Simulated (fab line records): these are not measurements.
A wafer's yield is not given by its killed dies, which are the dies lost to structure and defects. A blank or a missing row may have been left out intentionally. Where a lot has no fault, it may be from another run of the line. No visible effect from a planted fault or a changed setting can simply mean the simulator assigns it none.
Chamber matching ; flow sky130 ; SKY_VIA4_CMP_02 on cmp-01: 4 sister chambers
The step polishes SiO2. 8 wafers are shown with their chamber, then 7 later ones without.

WAFERS WITH THEIR CHAMBER
wafer;chamber;motor-current-A (A)
L744.5;3;14.0
L744.6;2;11.0
L745.4;0;11.3
L745.6;0;11.0
L749.5;2;11.5
L749.6;1;12.5
L752.1;3;14.4
L752.2;1;12.6

WAFERS MISSING THEIR CHAMBER
wafer;motor-current-A (A)
L752.3;11.6
L762.1;14.0
L762.2;12.5
L762.3;10.5
L763.2;14.8
L763.3;10.3
L763.6;14.8

EACH ONE'S CHAMBER
wafer;from the rows above;in truth
L752.3;can't be placed: 2 or 0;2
L762.1;3;3
L762.2;1;1
L762.3;can't be placed: 0 or 2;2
L763.2;3;3
L763.3;can't be placed: 0 or 2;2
L763.6;3;3
Placed correctly: 4 of 7. Can't be placed from these rows: 3 (the true chamber is among the candidates in 3). Number placed wrongly: 0.
How it was worked out, from the rows above alone: a wafer's distance from a chamber is the root of the sum, over the readings, of the square of ((its reading less the chamber's mean) divided by the reading's scatter). The wafer belongs to the nearest chamber; if the next one is less than 2 further off, it can't be placed. A chamber's mean is the mean of its shown wafers. The scatter: the root of (the sum of the squares of (reading less its chamber's mean) over the shown wafers, divided by (wafers less chambers)).
